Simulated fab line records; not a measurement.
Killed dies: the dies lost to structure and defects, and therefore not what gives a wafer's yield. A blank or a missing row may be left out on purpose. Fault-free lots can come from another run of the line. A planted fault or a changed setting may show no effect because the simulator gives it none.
Struck lot and sound lot, side by side ; flow gf180mcu ; 30 out of 602 route steps
Sound: these wafers, L890.3, L890.5, L890.6. Struck: wafers L879.1, L879.2, L879.5. The cause is named last.
Each step with rows lists, per side, the tool, then ch with its chambers, then its first start. Under that, the readings that differ: sound wafers ; struck wafers ; difference of the means ; sigmas: that difference in standard deviations of wafers without a fault.
alike: words and numbers the same on both sides, and readings whose means are apart by under 2 such deviations; not compared: readings that were withheld, readings missing a value for some wafer, numbers with overlapping values and no deviation given by the record, and bounds like >300 which may hide the same value.
The two part at a step that has a row with sigmas, a row that says differs or no value, or rows on one side only. Non-overlapping numbers with no deviation appear without sigmas and do not part them. A reading that every wafer of one side lacks parts them only if that side has two wafers or more.

GF_STI_BOW_MEAS_00:
  struck on film_metro-02, day 3 12:00; sound on film_metro-03, day 5 19:02
  alike: INCOMING_BOW
GF_STI_OXIDATION_01: stabilise 600 s, purge 300 s, target thk 10 nm.
  sound on furnace-01 ch 0, day 5 20:04; struck on furnace-02 ch 0, day 3 12:46
reading;sound;struck;difference;sigmas
model.SiO2_of_STI_OXIDATION_01.thk_nm (nm);10.26 10.34 10.29;13.77 13.58 13.73;+3.40;
  alike: ox_temp_c_max
GF_STI_THK_MEAS_02:
  struck on film_metro-02, day 3 14:10; sound on film_metro-02, day 5 21:28
reading;sound;struck;difference;sigmas
STI_OXIDATION_THK (nm);10.30 10.32 10.29;13.76 13.60 13.77;+3.41;+17
then, 1 step without rows for these wafers: GF_STI_CVD_03 (deposits Si3N4 from DCS/NH3, target thk 207.16 nm, time 3551 s).
GF_STI_THK_MEAS_04:
  struck on film_metro-01, day 3 16:12; sound on film_metro-01, day 5 23:31
reading;sound;struck;difference;sigmas
STI_CVD_03_THK (nm);210.3 209.0 209.7;204.1 205.5 203.9;-5.2;-3
then, 7 steps without rows for these wafers: GF_STI_DEHYDRATE_05 (time 60 s); GF_STI_HMDS_06 (prime time 60 s); GF_STI_COAT_07 (resist thk 700 nm); GF_STI_SOFTBAKE_08 (time 60 s); GF_STI_EXPOSE_09 (exposes mask COMP, target cd 220 nm); GF_STI_PEB_10 (peb time 90 s); GF_STI_DEVELOP_11 (develop time 60 s).
GF_STI_CD_MEAS_12 targets a cd of 220 nm.
  struck on cd_sem-01, day 4 05:23; sound on cd_sem-01, day 6 14:09
  alike: cd_nm
GF_STI_ETCH_13: etches the open film in CHF3/O2, stops on Si, target depth 282.31 nm, time 112.9 s.
  sound on rie_diel-03 ch 2,3, day 6 14:14; struck on rie_diel-04 ch 0,1,3, day 4 05:31
reading;sound;struck;difference;sigmas
drypump_motor_current_A (A);6.2 6.4 6.2;5.4 4.8 5.2;-1.1;-2
  alike: bias_w, chamber_pressure_mTorr, oes_product_au, rf_fwd_power_W, throttle_valve_pct
  not compared: rf_hours_counter_h
GF_STI_ETCH_14: etches Si in HBr/Cl2/O2, target depth 360 nm, time 102.9 s.
  sound on rie_si-01 ch 0,2, day 6 14:19; struck on rie_si-02 ch 1,3, day 4 05:35
  alike: bias_w, chamber_pressure_mTorr, drypump_motor_current_A, oes_product_au, rf_fwd_power_W, throttle_valve_pct
  not compared: rf_hours_counter_h
GF_STI_STRIP_15: strips in O2/N2.
  sound on plasma_asher-01 ch 0,1, day 6 14:25; struck on plasma_asher-03 ch 0,1, day 4 05:40
  alike: chamber_pressure_mTorr, drypump_motor_current_A, heater_power_w, o2_flow_sccm, oes_product_au, strip_time_to_endpoint_s
  not compared: rf_hours_counter_h
then, 6 steps without rows for these wafers: GF_STI_CLEAN_16 (cleans in dHF, time 25 s); GF_STI_WET_ETCH_17 (etches Si3N4 in H3PO4, target depth 45 nm, time 514 s); GF_STI_CLEAN_18 (cleans in SC1/SC2, time 150 s); GF_STI_CLEAN_19 (cleans in dHF, time 20 s); GF_STI_WET_ETCH_20 (etches SiO2 in dHF, target depth 20 nm, time 400 s); GF_STI_OXIDATION_21 (stabilise 600 s, purge 300 s, target thk 15 nm).
GF_STI_THK_MEAS_22:
  struck on film_metro-02, day 4 07:15; sound on film_metro-02, day 6 16:01
  alike: STI_OXIDATION_01_THK
then, 1 step without rows for these wafers: GF_STI_CVD_23 (deposits SiO2, target thk 650 nm, time 108.3 s).
GF_STI_THK_MEAS_24:
  struck on film_metro-03, day 4 07:23; sound on film_metro-03, day 6 16:09
  alike: STI_CVD_23_THK
GF_STI_CMP_25: polishes, stops on Si3N4, t overpolish 33 s, target thk 524.6 nm.
  sound on cmp-02 ch 1,2, day 6 16:14; struck on cmp-01 ch 0,1,3, day 4 07:30
  alike: motor_current_A
then, 1 step without rows for these wafers: GF_STI_WET_ETCH_26 (etches SiO2 in dHF, target depth 94 nm, time 188 s).
GF_STI_WET_ETCH_27: etches Si3N4 in H3PO4, target depth 160 nm, time 1825 s.
  sound on wet_bench-02 ch 1, day 6 16:34; struck on wet_bench-01 ch 3, day 4 07:49
reading;sound;struck;difference;sigmas
bath_heat_duty_pct (%);32.1 29.6 29.5;25.3 24.4 24.1;-5.8;-2
model.SiO2_of_STI_OXIDATION_01.thk_nm (nm);10.19 10.27 10.22;13.7 13.51 13.66;+3.4;
then, 1 step without rows for these wafers: GF_STI_WET_ETCH_28 (etches SiO2 in dHF, target depth 20 nm, time 40 s).
-- the record jumps here: 28 days lie between the struck wafers' starts before and after (it left off in module STI and takes up again in module PASSIVATION, whose first step shown is number 602 of the route) --
GF_PASSIVATION_PROBE_99:
  only the struck wafers here have rows in the record (prober-02, day 32 01:08); the sound ones have none

WHERE THEY PART
At GF_STI_THK_MEAS_02 first; at GF_PASSIVATION_PROBE_99 last (within this record only).

WHY: what had been put in by the simulator
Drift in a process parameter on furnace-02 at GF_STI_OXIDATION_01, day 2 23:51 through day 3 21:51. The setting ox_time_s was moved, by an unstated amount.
